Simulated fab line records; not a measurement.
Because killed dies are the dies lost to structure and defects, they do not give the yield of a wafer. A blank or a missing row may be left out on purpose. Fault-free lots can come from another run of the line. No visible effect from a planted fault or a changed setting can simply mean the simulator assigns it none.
fab line records | flow sky130
record: lots: 5 | wafers: 15 | last-day: 51
route steps=708 shown DNWELL@41 PWDE@45 NWELL@56 PAD_OPEN@708
lots that met no fault: from a run of the same line without faults
start-h: the number of hours between the record's first day and the start of the first shown wafer of the lot | wait-h: hours since the lot's step before | " same as the row above | L1.1+2: several wafers, shown together as one row | - either no value or no given start | * or withheld: withheld | < > ~ a bound
route shown NAME@n: NAME is a module with steps in the file, n the number in the route of the first one | usual: mean and standard deviation over wafers with no fault | same: alike in all rows | chamber/n: place in a boat | sites: the reading at each site | _std_site: standard deviation across them | _edge_site: the outer-site mean with the inner-site mean subtracted | radius-mm: how far each site lies from the wafer's centre | mask NAME#n: copy n | behind: tool/chamber where the wafer was last shaped | hold: why the lot went on hold/how many hours it stayed there/how the hold came to an end | device: whichever transistor did not switch (one of n, p or np) | end of line: the same wafers' tests at the end of the route | for a step that has no rows: nothing shown but its recipe | killed: not the wafer's yield, but the dies lost to structure and defects at the first sort | map: a wafer's dies, x killed, . not, _ none there
set.NAME: the setting the step ran with; set.NAME@STEP: the setting that earlier step ran with | model.NAME: the simulator's own value behind a step, which no gauge read
lots at selected steps of the route; one table per step, one row per wafer
services: the hour from which a tool's chamber was out of use, counted from the record's first day as start-h (under 0 if before that day), plus the number of hours and why
== steps ==
step: SKY_DNWELL_DEVELOP_06
recipe: wall-angle-deg: 90 | developer: TMAH | develop-time-s: 60 | dev-temp-c: 23
step: SKY_DNWELL_IMPLANT_07
recipe: species: P | energy-kev: withheld | dose-cm2: withheld | tilt-deg: withheld
step: SKY_DNWELL_STRIP_08
recipe: chemistry: O2/N2 | power-w: 1400 | pressure-mtorr: 1500 | platen-temp-c: withheld | o2-flow-sccm: 3000 | n2-flow-sccm: 300 | overash-fraction: 0.5
step: SKY_PWDE_DEHYDRATE_00
recipe: temp-c: 200 | time-s: 60
step: SKY_PWDE_HMDS_01
recipe: prime-time-s: 60 | prime-temp-c: 120
step: SKY_PWDE_COAT_02
recipe: spin-rpm: 2000 | resist-thk-nm: 3000
step: SKY_PWDE_SOFTBAKE_03
recipe: temp-c: 110 | time-s: withheld
step: SKY_PWDE_EXPOSE_04
recipe: mask-id: PWDEM | na: 0.6 | source-shape: conventional | sigma-outer: 0.6 | polarization: unpolarized | target-cd-nm: 840 | dose-mj: 214
step: SKY_PWDE_PEB_05
recipe: temp-c: 115 | time-s: withheld
step: SKY_PWDE_DEVELOP_06
recipe: wall-angle-deg: 90 | developer: TMAH | develop-time-s: 60 | dev-temp-c: 23
step: SKY_PWDE_IMPLANT_08
recipe: species: B | energy-kev: 150 | dose-cm2: 3.6e+12 | tilt-deg: withheld
usual: beam-energy-keV: 149.99/0.049
lot.wafer | tool         | chamber | start-h | wait-h | beam-energy-keV | model.implant.rp-nm | model.implant.drp-nm
L695.1    | implanter-02 | 0       | 87.59   | 0.0    | 149.95          | 437.1               | 97.97
L695.3    | "            | 0       | "       | "      | 149.92          | 437.1               | 97.97
L695.4    | "            | 0       | "       | "      | 149.91          | 437.1               | 97.97
L701.2    | implanter-02 | 0       | 120.56  | 0.0    | 119.16          | 382.2               | 89.77
L701.4    | "            | 0       | "       | "      | 119.19          | 382.2               | 89.77
L701.5    | "            | 0       | "       | "      | 119.08          | 382.2               | 89.77
L702.1    | implanter-02 | 0       | 121.34  | 0.0    | 119.14          | 364.2               | 89.77
L702.3    | "            | 0       | "       | "      | 119.08          | 364.2               | 89.77
L702.5    | "            | 0       | "       | "      | 119.11          | 364.2               | 89.77
L705.2    | implanter-02 | 0       | 143.56  | 0.0    | 119.04          | 371.1               | 89.77
L705.4    | "            | 0       | "       | "      | 119.14          | 371.1               | 89.77
L705.5    | "            | 0       | "       | "      | 119.11          | 371.1               | 89.77
L714.2    | implanter-04 | 0       | 196.09  | 0.0    | 150.04          | 429.4               | 97.97
L714.4    | "            | 0       | "       | "      | 149.91          | 429.4               | 97.97
L714.5    | "            | 0       | "       | "      | 149.99          | 429.4               | 97.97
step: SKY_PWDE_STRIP_09
recipe: chemistry: O2/N2 | power-w: 1400 | pressure-mtorr: 1500 | platen-temp-c: withheld | o2-flow-sccm: 3000 | n2-flow-sccm: 300 | overash-fraction: 0.5
step: SKY_PWDE_TW_MEAS_10
usual: PWDE_TW: 375.2/2
lot.wafer | tool          | chamber | start-h | wait-h | PWDE_TW
L695.1    | film-metro-01 | -       | 87.84   | 0.1    | 375.4
L695.3    | "             | -       | "       | "      | 374.4
L695.4    | "             | -       | "       | "      | 376.1
L701.2    | film-metro-01 | -       | 120.80  | 0.1    | 366.8
L701.4    | "             | -       | "       | "      | 369.7
L701.5    | "             | -       | "       | "      | 369.0
L702.1    | film-metro-04 | -       | 121.59  | 0.1    | 367.5
L702.3    | "             | -       | "       | "      | 369.8
L702.5    | "             | -       | "       | "      | 368.7
L705.2    | film-metro-02 | -       | 143.79  | 0.1    | 367.8
L705.4    | "             | -       | "       | "      | 370.1
L705.5    | "             | -       | "       | "      | 371.0
L714.2    | film-metro-01 | -       | 196.33  | 0.1    | 370.5
L714.4    | "             | -       | "       | "      | 372.4
L714.5    | "             | -       | "       | "      | 370.8
step: SKY_NWELL_DEHYDRATE_03
recipe: temp-c: 200 | time-s: 60
step: SKY_NWELL_HMDS_04
recipe: prime-time-s: 60 | prime-temp-c: 120
step: SKY_NWELL_COAT_05
recipe: spin-rpm: 2000 | resist-thk-nm: 3000
step: SKY_NWELL_SOFTBAKE_06
recipe: temp-c: 110 | time-s: withheld
step: SKY_NWELL_EXPOSE_07
recipe: mask-id: NWM | na: 0.6 | source-shape: conventional | sigma-outer: 0.6 | polarization: unpolarized | target-cd-nm: 840 | dose-mj: 255
step: SKY_NWELL_PEB_08
recipe: temp-c: 115 | time-s: withheld
step: SKY_NWELL_DEVELOP_09
recipe: wall-angle-deg: 90 | developer: TMAH | develop-time-s: 62.75 | dev-temp-c: 23
step: SKY_NWELL_IMPLANT_11
recipe: species: P | energy-kev: 400 | dose-cm2: 1.9e+13 | tilt-deg: withheld
step: SKY_NWELL_IMPLANT_12
recipe: species: P | energy-kev: 120 | dose-cm2: 1.3e+12 | tilt-deg: withheld
step: SKY_NWELL_IMPLANT_13
recipe: species: P | energy-kev: 50 | dose-cm2: 7e+11 | tilt-deg: withheld
step: SKY_NWELL_STRIP_14
recipe: chemistry: O2/N2 | power-w: 1400 | pressure-mtorr: 1500 | platen-temp-c: withheld | o2-flow-sccm: 3000 | n2-flow-sccm: 300 | overash-fraction: 0.5
step: SKY_NWELL_DEHYDRATE_16
recipe: temp-c: 200 | time-s: 60
step: SKY_NWELL_HMDS_17
recipe: prime-time-s: 60 | prime-temp-c: 120
step: SKY_NWELL_COAT_18
recipe: spin-rpm: 2000 | resist-thk-nm: 3000
step: SKY_NWELL_SOFTBAKE_19
recipe: temp-c: 110 | time-s: withheld
step: SKY_NWELL_EXPOSE_20
recipe: mask-id: NWM_COMPLEMENT | na: 0.6 | source-shape: conventional | sigma-outer: 0.6 | polarization: unpolarized | target-cd-nm: 840 | dose-mj: 260
step: SKY_NWELL_PEB_21
recipe: temp-c: 115 | time-s: withheld
step: SKY_NWELL_DEVELOP_22
recipe: wall-angle-deg: 90 | developer: TMAH | develop-time-s: 60 | dev-temp-c: 23.54
step: SKY_NWELL_IMPLANT_24
recipe: species: B | energy-kev: 140 | dose-cm2: 9.2e+12 | tilt-deg: withheld
step: SKY_NWELL_STRIP_25
recipe: chemistry: O2/N2 | power-w: 1400 | pressure-mtorr: 1500 | platen-temp-c: withheld | o2-flow-sccm: 3000 | n2-flow-sccm: 300 | overash-fraction: 0.5
step: SKY_NWELL_CLEAN_27
recipe: chemistry: SC1/SC2 | mix: 1:4:20 | temp-c: 70 | time-s: 150 | dry: n2-spin
step: SKY_NWELL_RTA_28
recipe: temp-c: 1050 | time-s: 30 | idle-temp-c: 650 | ramp-up-c-per-s: 150 | ramp-down-c-per-s: 90 | ambient: N2
step: SKY_NWELL_RS_MEAS_31
recipe: thk-meas-gauge: four-point-probe
usual: PWDE_RS: 5276/15
lot.wafer | tool          | chamber | start-h | wait-h | PWDE_RS[ohm/sq]
L695.1    | film-metro-04 | -       | 125.84  | 0.1    | 5267
L695.3    | "             | -       | "       | "      | 5268
L695.4    | "             | -       | "       | "      | 5267
L701.2    | film-metro-01 | -       | 161.46  | 0.1    | 5342
L701.4    | "             | -       | "       | "      | 5340
L701.5    | "             | -       | "       | "      | 5348
L702.1    | film-metro-02 | -       | 162.24  | 0.1    | 5362
L702.3    | "             | -       | "       | "      | 5355
L702.5    | "             | -       | "       | "      | 5352
L705.2    | film-metro-04 | -       | 185.79  | 0.1    | 5335
L705.4    | "             | -       | "       | "      | 5334
L705.5    | "             | -       | "       | "      | 5341
L714.2    | film-metro-02 | -       | 243.06  | 0.1    | 5294
L714.4    | "             | -       | "       | "      | 5268
L714.5    | "             | -       | "       | "      | 5289
step: SKY_PAD_OPEN_PROBE_99
usual: killed_at_M0_to_M3: 43/7.5 | killed_at_M4_up: 3.2/1.9 | killed-at-contacts: 24/5.6 | killed-at-front-end: 15/4.8 | killed-at-other: 0.2/0.54 | killed-dies: 86/11 | killed-on-rim: 17/3.6 | killed-open: 47/7.6 | killed-short: 39/7.1
same: gross-dies: 492 | killed-at-back-side: 0
lot.wafer | tool      | chamber | start-h | wait-h | killed_at_M0_to_M3 | killed_at_M4_up | killed-at-contacts | killed-at-front-end | killed-at-other | killed-dies | killed-on-rim | killed-open | killed-short | model.etest.res_p_drift_20v.line-ohm-um | model.etest.res_p_drift_20v.rs-ohm-sq
L695.1    | prober-01 | -       | 1118.65 | 0.1    | 43                 | 0               | 17                 | 15                  | 0               | 75          | 20            | 40          | 35           | 1.141e+04                               | 9482
L695.3    | prober-01 | -       | 1118.75 | 0.2    | 28                 | 2               | 16                 | 14                  | 0               | 60          | 11            | 30          | 30           | 1.045e+04                               | 8984
L695.4    | prober-01 | -       | 1118.80 | 0.2    | 44                 | 4               | 22                 | 13                  | 0               | 83          | 14            | 45          | 38           | 1.053e+04                               | 8989
L701.2    | prober-02 | -       | 1146.35 | 0.1    | 45                 | 4               | 22                 | 12                  | 0               | 83          | 17            | 49          | 34           | 1.642e+04                               | 1.387e+04
L701.4    | prober-02 | -       | 1146.45 | 0.2    | 41                 | 3               | 28                 | 8                   | 0               | 80          | 13            | 57          | 23           | 1.952e+04                               | 1.654e+04
L701.5    | prober-02 | -       | 1146.50 | 0.2    | 40                 | 0               | 26                 | 11                  | 0               | 77          | 13            | 50          | 27           | 1.956e+04                               | 1.658e+04
L702.1    | prober-01 | -       | 1150.65 | 0.1    | 45                 | 3               | 20                 | 20                  | 0               | 88          | 16            | 51          | 37           | 2.517e+04                               | 2.074e+04
L702.3    | prober-01 | -       | 1150.75 | 0.2    | 55                 | 7               | 26                 | 12                  | 0               | 100         | 21            | 57          | 43           | 2.541e+04                               | 2.112e+04
L702.5    | prober-01 | -       | 1150.85 | 0.2    | 40                 | 2               | 30                 | 8                   | 0               | 80          | 19            | 36          | 44           | 2.417e+04                               | 1.994e+04
L705.2    | prober-01 | -       | 1174.47 | 0.1    | 39                 | 2               | 31                 | 8                   | 0               | 80          | 13            | 49          | 31           | 1.859e+04                               | 1.546e+04
L705.4    | prober-01 | -       | 1174.57 | 0.2    | 43                 | 3               | 34                 | 20                  | 0               | 100         | 17            | 54          | 46           | 2.017e+04                               | 1.711e+04
L705.5    | prober-01 | -       | 1174.62 | 0.2    | 57                 | 2               | 25                 | 10                  | 1               | 95          | 20            | 55          | 40           | 2.089e+04                               | 1.752e+04
L714.2    | prober-01 | -       | 1214.26 | 0.1    | 37                 | 3               | 30                 | 15                  | 0               | 85          | 16            | 55          | 30           | 1.236e+04                               | 1.029e+04
L714.4    | prober-01 | -       | 1214.36 | 0.2    | 53                 | 4               | 25                 | 11                  | 0               | 93          | 25            | 48          | 45           | 1.167e+04                               | 9587
L714.5    | prober-01 | -       | 1214.41 | 0.2    | 47                 | 5               | 19                 | 20                  | 0               | 91          | 25            | 53          | 38           | 1.226e+04                               | 1.018e+04
killed by level:class
L695.1 METAL1:geometric-particle:short=9 CONTACT:geometric-particle:open=8 VIA1:geometric-particle:open=8 VIA2:geometric-particle:open=8 FIELD_ISO:geometric-particle:open=5 LI_CONTACT:geometric-particle:short=4 VIA2:geometric-particle:short=4 METAL3:geometric-particle:short=4
L695.3 METAL2:geometric-particle:short=9 CONTACT:geometric-particle:open=5 VIA1:geometric-particle:open=5 FIELD_ISO:geometric-particle:open=4 FIELD_ISO:geometric-particle:short=4 LI_CONTACT:geometric-particle:open=4 CONTACT:geometric-particle:short=3 METAL1:geometric-particle:short=3
L695.4 VIA1:geometric-particle:open=14 CONTACT:geometric-particle:open=8 FIELD_ISO:geometric-particle:short=5 LI_CONTACT:geometric-particle:open=5 LOCAL_INTERCONNECT:geometric-particle:short=5 VIA3:geometric-particle:open=4 METAL2:geometric-particle:short=4 VIA2:geometric-particle:open=4
L701.2 CONTACT:geometric-particle:open=9 LI_CONTACT:geometric-particle:open=9 VIA3:geometric-particle:open=9 VIA1:geometric-particle:open=8 VIA1:geometric-particle:short=6 METAL2:geometric-particle:short=5 VIA2:geometric-particle:open=5 VIA2:geometric-particle:short=5
L701.4 VIA1:geometric-particle:open=19 LI_CONTACT:geometric-particle:open=11 CONTACT:geometric-particle:open=10 VIA3:geometric-particle:open=8 LOCAL_INTERCONNECT:geometric-particle:short=4 VIA1:geometric-particle:short=4 METAL2:geometric-particle:short=3 FIELD_ISO:geometric-particle:short=2
L701.5 VIA1:geometric-particle:open=14 CONTACT:geometric-particle:open=11 VIA2:geometric-particle:open=8 LI_CONTACT:geometric-particle:open=7 CONTACT:geometric-particle:short=5 FIELD_ISO:geometric-particle:short=4 VIA1:geometric-particle:short=4 VIA3:geometric-particle:open=4
L702.1 VIA1:geometric-particle:open=11 METAL2:geometric-particle:short=11 LI_CONTACT:geometric-particle:open=8 FIELD_ISO:geometric-particle:open=7 VIA2:geometric-particle:open=7 CONTACT:geometric-particle:open=6 POLY_GATE:geometric-particle:open=4 VIA3:geometric-particle:open=4
L702.3 VIA1:geometric-particle:open=16 CONTACT:geometric-particle:open=10 VIA2:geometric-particle:open=10 VIA3:geometric-particle:open=8 VIA1:geometric-particle:short=6 METAL1:geometric-particle:short=6 METAL3:geometric-particle:short=6 POLY_GATE:geometric-particle:open=5
L702.5 CONTACT:geometric-particle:open=11 CONTACT:geometric-particle:short=8 VIA2:geometric-particle:open=8 METAL2:geometric-particle:short=7 VIA1:geometric-particle:short=7 LI_CONTACT:geometric-particle:open=5 METAL1:geometric-particle:short=5 VIA1:geometric-particle:open=5
L705.2 CONTACT:geometric-particle:open=13 VIA1:geometric-particle:open=13 CONTACT:geometric-particle:short=9 LI_CONTACT:geometric-particle:open=6 VIA3:geometric-particle:open=5 VIA2:geometric-particle:open=4 VIA1:geometric-particle:short=4 METAL2:geometric-particle:short=3
L705.4 CONTACT:geometric-particle:open=20 VIA1:geometric-particle:short=10 VIA1:geometric-particle:open=8 METAL2:geometric-particle:short=8 VIA2:geometric-particle:open=7 FIELD_ISO:geometric-particle:open=5 LI_CONTACT:geometric-particle:open=5 FIELD_ISO:geometric-particle:short=4
L705.5 VIA1:geometric-particle:open=12 VIA1:geometric-particle:short=10 VIA3:geometric-particle:open=9 VIA2:geometric-particle:open=8 CONTACT:geometric-particle:open=8 METAL2:geometric-particle:short=7 LI_CONTACT:geometric-particle:open=5 CONTACT:geometric-particle:short=5
L714.2 VIA1:geometric-particle:open=16 CONTACT:geometric-particle:open=11 VIA2:geometric-particle:open=7 POLY_GATE:geometric-particle:open=7 CONTACT:geometric-particle:short=7 LI_CONTACT:geometric-particle:open=5 METAL2:geometric-particle:short=4 LOCAL_INTERCONNECT:geometric-particle:short=4
L714.4 VIA1:geometric-particle:open=12 LI_CONTACT:geometric-particle:open=8 CONTACT:geometric-particle:open=8 VIA3:geometric-particle:open=8 METAL2:geometric-particle:short=7 VIA1:geometric-particle:short=6 VIA3:geometric-particle:short=5 LOCAL_INTERCONNECT:geometric-particle:short=4
L714.5 VIA1:geometric-particle:open=12 VIA3:geometric-particle:open=9 CONTACT:geometric-particle:open=7 LOCAL_INTERCONNECT:geometric-particle:short=6 FIELD_ISO:geometric-particle:short=5 POLY_GATE:geometric-particle:open=5 LI_CONTACT:geometric-particle:open=5 VIA2:geometric-particle:short=5
== services ==
tool         | chamber | start-h | hours | kind
implanter-02 | -       | 68.32   | 6.0   | repair
implanter-02 | -       | 192.32  | 0.9   | repair
== key ==
first-sign: step: SKY_PWDE_IMPLANT_08 | reading: beam-energy-keV | direction: down | sigmas: 99+ | usual: * | struck: *
effect: step: SKY_PWDE_TW_MEAS_10 | reading: PWDE_TW | direction: down | sigmas: 3.1 | usual: 375.2 | struck: 368.9
effect: step: SKY_NWELL_RS_MEAS_31 | reading: PWDE_RS | direction: up | sigmas: 4.5 | usual: 5276 | struck: 5345
model-effect: step: SKY_PWDE_IMPLANT_08 | value: implant.rp-nm | without: 446.9 | struck: 372.5
model-effect: step: SKY_PAD_OPEN_PROBE_99 | value: etest.res_p_drift_20v.line-ohm-um | without: 1.049e+04 | struck: 2.11e+04
met-at SKY_PWDE_IMPLANT_08
struck-wafers L701.2,L701.4,L701.5,L702.1,L702.3,L702.5,L705.2,L705.4,L705.5
tester-left-out L701,L702,L705
onset-between 87.59 120.56
fault: kind: process-parameter-drift | tool: implanter-02 | chamber: - | onset-h: 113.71 | steps: SKY_PWDE_IMPLANT_08 | channel: energy-kev | offset: * | shape: step | end-h: 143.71 | acts-in: * | stated: *
tester-left-out: of these lots the tester's yield and bins aren't shown, on N5 and GAA mostly nor the transistor test; their killed dies are dies lost to structure and defects alone, not to doping, threshold or leakage, so they don't give the yield
